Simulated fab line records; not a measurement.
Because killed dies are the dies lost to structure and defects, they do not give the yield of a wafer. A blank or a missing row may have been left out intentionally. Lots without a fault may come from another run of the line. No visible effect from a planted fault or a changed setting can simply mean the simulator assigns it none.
fab line records	flow sky130
record: lots: 6	wafers: 18	lastDay: 50
route steps=708 shown VIA1@475 METAL2@483 PAD_OPEN@708
lots that met no fault: taken from a fault-free run of the same line
startH: start of the lot's first displayed wafer, in hours after the record's first day	waitH: how many hours have passed since the lot's step before this one	" repeats the value in the row above	L1.1+2: several wafers, shown together as one row	- no value, or no start was given	* or withheld: withheld	< > ~ a bound
route shown NAME@n: NAME is a module with steps in the file, n the number in the route of the first one	usual: average and standard deviation across the fault-free wafers	same: alike in all rows	chamber/n: place in a boat	sites: per-site readings	_std_site: the values' standard deviation	_edge_site: the outer-site mean with the inner-site mean subtracted	radiusMm: for every site, how far away it sits from the centre of the wafer	mask NAME#n: copy n	behind: tool/chamber where the wafer was last shaped	hold: what put the lot on hold/how long, in hours/how the hold closed	device: names the non-switching transistor (n, p or np)	end of line: the same wafers' tests at the end of the route	a step with no rows: only its recipe	killed: count of dies lost to structure and defects at first sort (not the wafer's yield)	map: dies across one wafer; x = killed, . = not, _ = none there
set.NAME: the setting the step ran with; set.NAME@STEP: the setting that earlier step ran with	model.NAME: the simulator's own value behind a step, which no gauge read
lots seen at some steps along the route; tables by step, rows by wafer
services: a tool's chamber out of use, with start hour (startH, from the record's first day; less than 0 if before it), hours out, and reason
== steps ==
step: SKY_VIA1_STRIP_17
recipe: chemistry: postEtchResidueRemover	timeS: 1200	tempC: 72.5
step: SKY_VIA1_CLEAN_18
recipe: chemistry: IPA	timeS: 180	tempC: 25
step: SKY_VIA1_CLEAN_19
recipe: chemistry: O3/DIW	dry: n2Spin
step: SKY_VIA1_SPUTTER_20
recipe: material: TiN	targetThkNm: 20	chamberPressurePa: 5	powerW: 4000	timeS: 80
usual: throttleValvePct: 29.9/0.95
lot.wafer	tool	chamber	startH	waitH	throttleValvePct
L468.1	pvdSputter-02	-	810.57	0.0	30.4
L468.5	"	-	"	"	30.2
L468.6	"	-	"	"	29.7
L475.1	pvdSputter-01	-	864.42	0.0	30.6
L475.2	"	-	"	"	30.4
L475.3	"	-	"	"	31.2
L476.1	pvdSputter-02	-	866.81	0.0	28.8
L476.2	"	-	"	"	30.2
L476.6	"	-	"	"	30.1
L477.2	pvdSputter-02	-	876.67	0.0	30.4
L477.3	"	-	"	"	30.0
L477.6	"	-	"	"	29.3
L478.1	pvdSputter-03	-	885.37	0.0	30.1
L478.2	"	-	"	"	29.2
L478.3	"	-	"	"	27.1
L487.2	pvdSputter-01	-	951.04	0.0	29.8
L487.3	"	-	"	"	30.6
L487.4	"	-	"	"	30.2
step: SKY_VIA1_CVD_21
recipe: material: W	targetThkNm: 270	timeS: 80.902	tempC: 400	pressureTorr: 40
step: SKY_VIA1_RS_MEAS_22
recipe: thkMeasGauge: four-point-probe	reads: W_of_VIA1_CVD_21+TiN_of_VIA1_SPUTTER_20
usual: VIA1_W_RS: 0.422/0.0085
lot.wafer	tool	chamber	startH	waitH	VIA1_W_RS[ohm/sq]
L468.1	filmMetro-01	-	810.74	0.1	0.425
L468.5	"	-	"	"	0.422
L468.6	"	-	"	"	0.415
L475.1	filmMetro-02	-	864.57	0.1	0.430
L475.2	"	-	"	"	0.411
L475.3	"	-	"	"	0.410
L476.1	filmMetro-02	-	866.96	0.1	0.412
L476.2	"	-	"	"	0.431
L476.6	"	-	"	"	0.414
L477.2	filmMetro-01	-	876.85	0.1	0.412
L477.3	"	-	"	"	0.426
L477.6	"	-	"	"	0.409
L478.1	filmMetro-03	-	885.52	0.1	0.424
L478.2	"	-	"	"	0.408
L478.3	"	-	"	"	0.415
L487.2	filmMetro-03	-	951.22	0.1	0.439
L487.3	"	-	"	"	0.422
L487.4	"	-	"	"	0.437
step: SKY_VIA1_THK_MEAS_23
recipe: thkMeasGauge: xrf	reads: W_of_VIA1_CVD_21
usual: VIA1_W_THK: 268/5.8
lot.wafer	tool	chamber	startH	waitH	VIA1_W_THK[nm]
L468.1	filmMetro-01	-	810.86	0.1	262
L468.5	"	-	"	"	266
L468.6	"	-	"	"	268
L475.1	filmMetro-02	-	864.69	0.1	264
L475.2	"	-	"	"	277
L475.3	"	-	"	"	276
L476.1	filmMetro-02	-	867.08	0.1	276
L476.2	"	-	"	"	264
L476.6	"	-	"	"	275
L477.2	filmMetro-01	-	876.96	0.1	273
L477.3	"	-	"	"	263
L477.6	"	-	"	"	273
L478.1	filmMetro-03	-	885.64	0.1	266
L478.2	"	-	"	"	277
L478.3	"	-	"	"	273
L487.2	filmMetro-03	-	951.33	0.1	259
L487.3	"	-	"	"	266
L487.4	"	-	"	"	258
step: SKY_VIA1_CMP_24
recipe: stopOn: SiO2	tOverpolishS: 15	downForcePsi: 3.5	platenRpm: 60	targetThkNm: 0	padVelocityMS: 0.94248
step: SKY_METAL2_SPUTTER_00
recipe: material: Ti	targetThkNm: 15	powerW: 3000	timeS: 10	chamberPressurePa: 0.4
usual: throttleValvePct: 30.1/0.98
lot.wafer	tool	chamber	startH	waitH	throttleValvePct
L468.1	pvdSputter-01	-	811.22	0.1	30.9
L468.5	"	-	"	"	31.1
L468.6	"	-	"	"	30.0
L475.1	pvdSputter-02	-	865.05	0.2	28.9
L475.2	"	-	"	"	29.8
L475.3	"	-	"	"	30.1
L476.1	pvdSputter-04	-	867.44	0.2	30.6
L476.2	"	-	"	"	30.3
L476.6	"	-	"	"	31.0
L477.2	pvdSputter-01	-	877.35	0.1	30.0
L477.3	"	-	"	"	30.3
L477.6	"	-	"	"	30.3
L478.1	pvdSputter-04	-	886.00	0.2	30.8
L478.2	"	-	"	"	30.9
L478.3	"	-	"	"	28.2
L487.2	pvdSputter-04	-	951.68	0.2	31.0
L487.3	"	-	"	"	30.4
L487.4	"	-	"	"	28.1
step: SKY_METAL2_SPUTTER_01
recipe: material: TiN	targetThkNm: 20	powerW: 6500	timeS: 16.7	chamberPressurePa: 0.4
step: SKY_METAL2_SPUTTER_02
recipe: material: AlCu	targetThkNm: 250	powerW: 10600	timeS: 13.3	chamberPressurePa: 0.4
step: SKY_METAL2_SPUTTER_03
recipe: material: Ti	targetThkNm: 5	powerW: 3000	timeS: 3.3	chamberPressurePa: 0.4
usual: throttleValvePct: 30.1/0.98
lot.wafer	tool	chamber	startH	waitH	throttleValvePct
L468.1	pvdSputter-01	-	811.29	0.0	31.0
L468.5	"	-	"	"	31.2
L468.6	"	-	"	"	30.1
L475.1	pvdSputter-02	-	865.12	0.0	29.2
L475.2	"	-	"	"	29.6
L475.3	"	-	"	"	30.5
L476.1	pvdSputter-04	-	867.52	0.0	30.7
L476.2	"	-	"	"	30.3
L476.6	"	-	"	"	30.9
L477.2	pvdSputter-01	-	877.42	0.0	30.0
L477.3	"	-	"	"	30.3
L477.6	"	-	"	"	30.4
L478.1	pvdSputter-04	-	886.07	0.0	30.8
L478.2	"	-	"	"	31.1
L478.3	"	-	"	"	28.0
L487.2	pvdSputter-04	-	951.75	0.0	31.1
L487.3	"	-	"	"	30.2
L487.4	"	-	"	"	27.7
step: SKY_METAL2_SPUTTER_04
recipe: material: TiN	targetThkNm: 70	powerW: 6500	timeS: 58.3	chamberPressurePa: 0.4
usual: throttleValvePct: 30.1/0.98
lot.wafer	tool	chamber	startH	waitH	throttleValvePct	model.TiN_of_METAL2_SPUTTER_04.thkNm
L468.1	pvdSputter-01	-	811.31	0.0	31.1	69.9
L468.5	"	-	"	"	31.2	69.99
L468.6	"	-	"	"	30.5	68.79
L475.1	pvdSputter-02	-	865.14	0.0	29.0	70.83
L475.2	"	-	"	"	29.9	70.3
L475.3	"	-	"	"	30.2	71.34
L476.1	pvdSputter-04	-	867.54	0.0	30.5	68.51
L476.2	"	-	"	"	30.5	68.01
L476.6	"	-	"	"	31.4	75.75
L477.2	pvdSputter-01	-	877.44	0.0	30.0	69.06
L477.3	"	-	"	"	30.3	68.83
L477.6	"	-	"	"	30.2	68.38
L478.1	pvdSputter-04	-	886.09	0.0	30.6	69.17
L478.2	"	-	"	"	31.1	76.35
L478.3	"	-	"	"	28.1	69.31
L487.2	pvdSputter-04	-	951.77	0.0	31.3	69.3
L487.3	"	-	"	"	30.0	68.88
L487.4	"	-	"	"	28.3	70.19
step: SKY_METAL2_RS_MEAS_05
recipe: thkMeasGauge: four-point-probe	reads: TiN_of_METAL2_SPUTTER_04+Ti_of_METAL2_SPUTTER_03+AlCu_of_METAL2_SPUTTER_02+TiN_of_METAL2_SPUTTER_01+Ti_of_METAL2_SPUTTER_00
usual: METAL2_ALCU_RS: 0.1269/0.0022
lot.wafer	tool	chamber	startH	waitH	METAL2_ALCU_RS[ohm/sq]
L468.1	filmMetro-01	-	811.36	0.0	0.1262
L468.5	"	-	"	"	0.1265
L468.6	"	-	"	"	0.1266
L475.1	filmMetro-04	-	865.19	0.0	0.1285
L475.2	"	-	"	"	0.1269
L475.3	"	-	"	"	0.1289
L476.1	filmMetro-04	-	867.58	0.0	0.1258
L476.2	"	-	"	"	0.1311
L476.6	"	-	"	"	0.1247
L477.2	filmMetro-01	-	877.51	0.0	0.1261
L477.3	"	-	"	"	0.1269
L477.6	"	-	"	"	0.1280
L478.1	filmMetro-04	-	886.14	0.0	0.1275
L478.2	"	-	"	"	0.1260
L478.3	"	-	"	"	0.1259
L487.2	filmMetro-03	-	951.84	0.0	0.1258
L487.3	"	-	"	"	0.1312
L487.4	"	-	"	"	0.1249
step: SKY_METAL2_THK_MEAS_06
recipe: thkMeasGauge: xrf	reads: AlCu_of_METAL2_SPUTTER_02
usual: METAL2_ALCU_THK: 258/4.4
lot.wafer	tool	chamber	startH	waitH	METAL2_ALCU_THK[nm]
L468.1	filmMetro-01	-	811.48	0.1	257
L468.5	"	-	"	"	254
L468.6	"	-	"	"	258
L475.1	filmMetro-04	-	865.31	0.1	256
L475.2	"	-	"	"	258
L475.3	"	-	"	"	255
L476.1	filmMetro-04	-	867.70	0.1	261
L476.2	"	-	"	"	250
L476.6	"	-	"	"	260
L477.2	filmMetro-01	-	877.62	0.1	258
L477.3	"	-	"	"	256
L477.6	"	-	"	"	256
L478.1	filmMetro-04	-	886.26	0.1	258
L478.2	"	-	"	"	256
L478.3	"	-	"	"	261
L487.2	filmMetro-03	-	951.95	0.1	262
L487.3	"	-	"	"	250
L487.4	"	-	"	"	264
step: SKY_METAL2_DEHYDRATE_07
recipe: tempC: 200	timeS: 60
step: SKY_METAL2_HMDS_08
recipe: primeTimeS: 60	primeTempC: 120
step: SKY_METAL2_COAT_09
recipe: resist: BARC	tempC: withheld	timeS: withheld	spinRpm: 3000	resistThkNm: 60
step: SKY_METAL2_COAT_10
recipe: resist: KrF-thick	spinRpm: 3000	resistThkNm: 450
step: SKY_METAL2_SOFTBAKE_11
recipe: tempC: 100	timeS: 90	resist: KrF-thick
step: SKY_METAL2_EXPOSE_12
recipe: maskId: MM2	na: 0.8	sourceShape: annular	sigmaInner: 0.55	sigmaOuter: 0.85	targetCdNm: 140	doseMj: 28
step: SKY_METAL2_PEB_13
recipe: pebTempC: withheld	pebTimeS: withheld	resist: KrF-thick
step: SKY_METAL2_DEVELOP_14
recipe: developTimeS: 60	resist: KrF-thick	devTempC: 21
step: SKY_METAL2_CD_MEAS_15
recipe: targetCdNm: 140
usual: cdNm: 140.7/1.8
lot.wafer	tool	chamber	startH	waitH	cdNm
L468.1	cdSem-01	-	836.15	-	141.0
L468.5	"	-	"	"	139.5
L468.6	"	-	"	"	138.9
L475.1	cdSem-01	-	890.35	-	141.7
L475.2	"	-	"	"	141.4
L475.3	"	-	"	"	141.1
L476.1	cdSem-01	-	893.18	-	142.6
L476.2	"	-	"	"	141.3
L476.6	"	-	"	"	143.3
L477.2	cdSem-02	-	903.22	-	142.0
L477.3	"	-	"	"	141.6
L477.6	"	-	"	"	142.6
L478.1	cdSem-02	-	911.40	-	141.5
L478.2	"	-	"	"	140.8
L478.3	"	-	"	"	140.8
L487.2	cdSem-01	-	975.80	-	141.3
L487.3	"	-	"	"	141.2
L487.4	"	-	"	"	139.4
step: SKY_METAL2_OVL_MEAS_16
usual: METAL2_OVL: -1/4.8
lot.wafer	tool	chamber	startH	waitH	METAL2_OVL[nm]
L468.1	overlay-01	-	836.27	0.1	-4
L468.5	"	-	"	"	-3
L468.6	"	-	"	"	-7
L475.1	overlay-02	-	890.47	0.1	-2
L475.2	"	-	"	"	-1
L475.3	"	-	"	"	-1
L476.1	overlay-02	-	893.30	0.1	-7
L476.2	"	-	"	"	-5
L476.6	"	-	"	"	-1
L477.2	overlay-01	-	903.32	0.1	-1
L477.3	"	-	"	"	4
L477.6	"	-	"	"	0
L478.1	overlay-01	-	911.52	0.1	0
L478.2	"	-	"	"	-2
L478.3	"	-	"	"	-1
L487.2	overlay-01	-	975.90	0.1	-2
L487.3	"	-	"	"	-7
L487.4	"	-	"	"	-5
step: SKY_METAL2_DESCUM_17
recipe: chemistry: O2	sourcePowerW: 150	biasPowerW: 0	pressureMtorr: 10	tempC: 40	timeS: 8
usual: drypumpMotorCurrentA: 5.8/0.33	oesProductAu: 1.000/0.01	tempC: 39.98/0.12
lot.wafer	tool	chamber	startH	waitH	drypumpMotorCurrentA	oesProductAu	rfHoursCounterH	tempC
L468.1	rieMetal-02	0	836.30	0.0	6.3	0.996	2	39.92
L468.5	"	0	"	"	6.3	1.004	-	39.86
L468.6	"	0	"	"	6.3	0.999	-	39.93
L475.1	rieMetal-03	1	890.51	0.0	5.8	1.017	3	40.18
L475.2	"	0	"	"	5.7	0.998	9	40.06
L475.3	"	1	"	"	5.9	1.034	-	40.18
L476.1	rieMetal-04	1	893.33	0.0	5.5	0.994	14	39.93
L476.2	"	0	"	"	5.7	1.003	12	40.13
L476.6	"	0	"	"	5.7	1.002	-	40.16
L477.2	rieMetal-02	0	903.37	0.0	6.3	0.998	-	39.98
L477.3	"	0	"	"	6.3	1.009	-	40.07
L477.6	"	0	"	"	6.3	0.998	-	40.02
L478.1	rieMetal-04	1	911.56	0.0	5.5	1.003	15	39.99
L478.2	"	0	"	"	5.7	1.008	13	40.07
L478.3	"	1	"	"	5.5	0.990	-	39.82
L487.2	rieMetal-02	1	975.93	0.0	5.3	0.999	2	39.98
L487.3	"	1	"	"	5.3	0.991	-	39.96
L487.4	"	0	"	"	6.3	1.004	-	39.98
step: SKY_METAL2_ETCH_18
recipe: chemistry: N2/H2	target: BARC	ionEnergyEv: 200	biasW: 100	pressureMtorr: 30	n2FlowSccm: 100	h2FlowSccm: 200	icpW: 500	stopOn: SiO2	timeS: 45.9	targetDepthA: 600
step: SKY_METAL2_METAL_ETCH_19
recipe: targetDepthA: 3600	stopOn: SiO2	overEtchFrac: 0.3	timeS: 78	chemistry: Cl2/BCl3	resistSidewallDeg: 88	pressureMtorr: 10	icpW: 900	biasW: 48.5	Cl2_flow_sccm: 60	bcl3FlowSccm: 30
usual: drypumpMotorCurrentA: 5.8/0.33	oesProductAu: 0.854/0.0074	throttleValvePct: 22.264/0.009
lot.wafer	tool	chamber	startH	waitH	drypumpMotorCurrentA	oesProductAu	rfHoursCounterH	throttleValvePct
L468.1	rieMetal-02	0	836.49	0.1	6.3	0.850	2	22.291
L468.5	"	0	"	"	6.3	0.851	-	22.271
L468.6	"	0	"	"	6.3	0.850	-	22.265
L475.1	rieMetal-03	1	890.60	0.0	5.9	0.851	3	22.256
L475.2	"	0	"	"	5.7	0.850	9	22.259
L475.3	"	1	"	"	5.9	0.848	-	22.256
L476.1	rieMetal-04	1	893.43	0.0	5.5	0.857	14	22.262
L476.2	"	0	"	"	5.7	0.867	12	22.253
L476.6	"	0	"	"	5.7	0.848	-	22.258
L477.2	rieMetal-02	0	903.57	0.1	6.3	0.858	-	22.269
L477.3	"	0	"	"	6.3	0.854	-	22.254
L477.6	"	0	"	"	6.3	0.855	-	22.268
L478.1	rieMetal-04	1	911.65	0.0	5.5	0.843	15	22.267
L478.2	"	0	"	"	5.7	0.845	13	22.271
L478.3	"	1	"	"	5.5	0.853	-	22.256
L487.2	rieMetal-02	1	976.03	0.0	5.3	0.855	2	22.259
L487.3	"	1	"	"	5.3	0.840	-	22.255
L487.4	"	0	"	"	6.3	0.863	-	22.264
step: SKY_METAL2_STRIP_20
recipe: chemistry: O2/N2	powerW: 1400	pressureMtorr: 1500	platenTempC: withheld	o2FlowSccm: 3000	n2FlowSccm: 300	overashFraction: 0.5
step: SKY_METAL2_STRIP_21
recipe: chemistry: postEtchResidueRemover	timeS: 1200	tempC: 72.5
usual: tempC: 72.52/0.12
lot.wafer	tool	chamber	startH	waitH	tempC	model.TiN_of_METAL2_SPUTTER_04.thkNm
L468.1	wetBench-01	2	836.77	0.1	72.28	69.47
L468.5	"	2	"	"	72.33	69.56
L468.6	"	2	"	"	72.39	68.36
L475.1	wetBench-04	1	890.79	0.1	72.67	70.41
L475.2	"	1	"	"	72.59	69.88
L475.3	"	1	"	"	72.50	70.92
L476.1	wetBench-04	1	893.62	0.1	72.41	68.1
L476.2	"	1	"	"	72.37	67.6
L476.6	"	1	"	"	72.40	75.34
L477.2	wetBench-01	1	903.82	0.1	72.54	68.64
L477.3	"	1	"	"	72.46	68.41
L477.6	"	1	"	"	72.47	67.96
L478.1	wetBench-02	3	911.84	0.1	72.62	68.74
L478.2	"	3	"	"	72.64	75.92
L478.3	"	3	"	"	72.58	68.88
L487.2	wetBench-01	3	976.22	0.1	72.44	68.88
L487.3	"	3	"	"	72.56	68.46
L487.4	"	3	"	"	72.70	69.77
step: SKY_METAL2_CLEAN_22
recipe: chemistry: IPA	timeS: 180	tempC: 25
step: SKY_PAD_OPEN_PROBE_99
usual: defectLimitedYield: 82.4/1.9	killed_at_M0_to_M3: 43/6.5	killed_at_M4_up: 3.3/2	killedAtContacts: 24/5.2	killedAtFrontEnd: 16/4.2	killedAtOther: 0.3/0.6	killedDies: 87/9.3	killedOpen: 47/7.8	killedShort: 39/6.2	sort_bin_3_pad_short: 0.9/0.42	sort_bin_5_function: 10.5/1.4	sort_bin_6_memory: 6.3/0.97	sortNPass: 405/9.3	sortYieldPct: 82.4/1.9
same: grossDies: 492	killedAtBackSide: 0	sort_bin_4_leakage[%]: 0	sort_bin_8_speed[%]: 0
lot.wafer	tool	chamber	startH	waitH	defectLimitedYield[%]	killed_at_M0_to_M3	killed_at_M4_up	killedAtContacts	killedAtFrontEnd	killedAtOther	killedDies	killedOpen	killedShort	sort_bin_3_pad_short[%]	sort_bin_5_function[%]	sort_bin_6_memory[%]	sortNPass	sortYieldPct[%]
L468.1	prober-01	-	1088.34	0.1	79.1	54	2	22	23	2	103	60	43	0.8	13.4	6.7	389	79.1
L468.5	prober-01	-	1088.54	0.2	80.7	47	3	28	17	0	95	56	39	0.8	12.2	6.3	397	80.7
L468.6	prober-01	-	1088.59	0.2	83.3	39	8	23	12	0	82	47	35	0.4	10.2	6.1	410	83.3
L476.1	prober-01	-	1131.14	0.1	80.9	42	5	26	19	2	94	59	35	0.4	11.6	7.1	398	80.9
L476.2	prober-01	-	1131.19	0.1	78.3	55	8	25	19	0	107	58	49	1.2	12.6	7.9	385	78.3
L476.6	prober-01	-	1131.39	0.2	82.9	56	0	18	9	1	84	43	41	0.4	9.1	7.5	408	82.9
L477.2	prober-02	-	1138.64	0.1	85.2	35	2	26	10	0	73	35	38	0.6	9.6	4.7	419	85.2
L477.3	prober-02	-	1138.69	0.2	81.7	43	6	19	22	0	90	48	42	0.4	11.4	6.5	402	81.7
L477.6	prober-02	-	1138.84	0.2	81.9	45	1	27	15	1	89	54	35	0.8	11.6	5.7	403	81.9
L487.2	prober-02	-	1190.57	0.1	83.1	42	2	28	11	0	83	52	30	0.2	10.2	6.5	409	83.1
L487.3	prober-02	-	1190.62	0.2	83.1	38	2	20	22	1	83	46	35	1.0	10.0	5.9	409	83.1
L487.4	prober-02	-	1190.67	0.2	79.5	49	2	29	20	1	101	53	48	0.6	14.2	5.7	391	79.5
killed by level:class
L468.1 VIA1:geometricParticle:open=19 FIELD_ISO:geometricParticle:short=10 FIELD_ISO:geometricParticle:open=7 LI_CONTACT:geometricParticle:open=7 CONTACT:geometricParticle:open=7 VIA3:geometricParticle:open=7 METAL2:geometricParticle:short=6 METAL1:geometricParticle:short=5
L468.5 CONTACT:geometricParticle:open=13 VIA1:geometricParticle:open=13 VIA3:geometricParticle:open=7 FIELD_ISO:geometricParticle:short=6 LI_CONTACT:geometricParticle:open=6 METAL1:geometricParticle:short=6 VIA2:geometricParticle:open=5 METAL2:geometricParticle:short=4
L468.6 VIA3:geometricParticle:open=12 LI_CONTACT:geometricParticle:open=7 CONTACT:geometricParticle:open=7 METAL2:geometricParticle:short=7 VIA3:geometricParticle:short=5 LOCAL_INTERCONNECT:geometricParticle:short=5 METAL4:geometricParticle:short=5 POLY_GATE:geometricParticle:open=4
L476.1 CONTACT:geometricParticle:open=14 VIA1:geometricParticle:open=10 LI_CONTACT:geometricParticle:open=9 VIA1:geometricParticle:short=8 VIA2:geometricParticle:open=7 POLY_GATE:geometricParticle:short=5 VIA3:geometricParticle:open=5 POLY_GATE:geometricParticle:open=4
L476.2 VIA1:geometricParticle:open=14 VIA2:geometricParticle:short=8 VIA3:geometricParticle:open=7 LI_CONTACT:geometricParticle:open=6 CONTACT:geometricParticle:open=6 FIELD_ISO:geometricParticle:short=5 METAL1:geometricParticle:short=5 VIA2:geometricParticle:open=5
L476.6 VIA1:geometricParticle:open=15 VIA1:geometricParticle:short=8 CONTACT:geometricParticle:open=7 VIA3:geometricParticle:short=7 METAL1:geometricParticle:short=6 METAL2:geometricParticle:short=6 LI_CONTACT:geometricParticle:open=5 VIA2:geometricParticle:open=5
L477.2 CONTACT:geometricParticle:open=10 METAL2:geometricParticle:short=7 FIELD_ISO:geometricParticle:short=7 LI_CONTACT:geometricParticle:open=6 VIA1:geometricParticle:short=6 VIA2:geometricParticle:open=6 VIA1:geometricParticle:open=5 LI_CONTACT:geometricParticle:short=4
L477.3 VIA1:geometricParticle:open=17 POLY_GATE:geometricParticle:short=8 LI_CONTACT:geometricParticle:open=8 METAL2:geometricParticle:short=7 FIELD_ISO:geometricParticle:short=4 CONTACT:geometricParticle:short=4 VIA2:geometricParticle:open=4 METAL1:geometricParticle:short=4
L477.6 VIA1:geometricParticle:open=10 LI_CONTACT:geometricParticle:open=8 VIA3:geometricParticle:open=8 CONTACT:geometricParticle:open=7 CONTACT:geometricParticle:short=5 SPACER:geometricParticle:open=4 VIA3:geometricParticle:short=4 METAL1:geometricParticle:open=4
L487.2 CONTACT:geometricParticle:open=10 VIA2:geometricParticle:open=8 VIA1:geometricParticle:open=8 LI_CONTACT:geometricParticle:open=7 VIA3:geometricParticle:open=7 CONTACT:geometricParticle:short=5 VIA1:geometricParticle:short=5 METAL2:geometricParticle:short=5
L487.3 VIA1:geometricParticle:open=11 POLY_GATE:geometricParticle:short=7 POLY_GATE:geometricParticle:open=6 CONTACT:geometricParticle:open=6 VIA2:geometricParticle:open=5 LI_CONTACT:geometricParticle:open=5 CONTACT:geometricParticle:short=5 VIA3:geometricParticle:open=5
L487.4 VIA2:geometricParticle:open=8 LI_CONTACT:geometricParticle:open=7 CONTACT:geometricParticle:short=7 CONTACT:geometricParticle:open=7 VIA1:geometricParticle:open=7 POLY_GATE:geometricParticle:open=6 METAL2:geometricParticle:short=6 VIA3:geometricParticle:open=6
== services ==
tool	chamber	startH	hours	kind
pvdSputter-04	-	811.55	4.1	repair
rieMetal-02	0	817.11	12.6	repair
pvdSputter-01	-	818.41	4.4	repair
rieMetal-02	1	829.55	22.2	repair
rieMetal-02	-	840.16	0.6	repair
pvdSputter-04	0	843.13	-	consumableReplace:kit
pvdSputter-04	0	843.13	18.0	scheduledDown
pvdSputter-04	0	843.13	18.0	ventCycle
rieMetal-02	-	869.32	0.7	repair
rieMetal-02	1	893.90	-	clean
rieMetal-02	1	893.90	25.7	scheduledDown
rieMetal-02	1	893.90	25.7	ventCycle
pvdSputter-01	2	894.03	-	consumableReplace:kit
pvdSputter-01	2	894.03	18.0	scheduledDown
pvdSputter-01	2	894.03	18.0	ventCycle
pvdSputter-01	-	896.56	1.6	repair
pvdSputter-01	-	913.08	15.4	repair
pvdSputter-03	-	918.28	13.5	repair
wetBench-02	-	934.99	54.2	pm
pvdSputter-01	-	937.92	5.3	repair
pvdSputter-02	1	942.53	-	consumableReplace:kit
pvdSputter-02	-	949.04	2.1	repair
rieMetal-04	1	952.12	10.9	repair
pvdSputter-02	-	953.54	2.9	repair
== key ==
firstSign none at tools or gauges
modelEffect: step: SKY_METAL2_SPUTTER_04	value: TiN_of_METAL2_SPUTTER_04.thkNm	without: 69.05	struck: 76.05
modelEffect: step: SKY_METAL2_STRIP_21	value: TiN_of_METAL2_SPUTTER_04.thkNm	without: 68.63	struck: 75.63
metAt SKY_METAL2_SPUTTER_04
struckWafers L476.6,L478.2
fault: kind: processParameterDrift	tool: pvdSputter-04	chamber: -	onsetH: 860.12	steps: SKY_METAL2_SPUTTER_04	channel: timeS	offset: *	shape: step	endH: 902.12	actsIn: *	stated: *	scope: struckWafersOnly
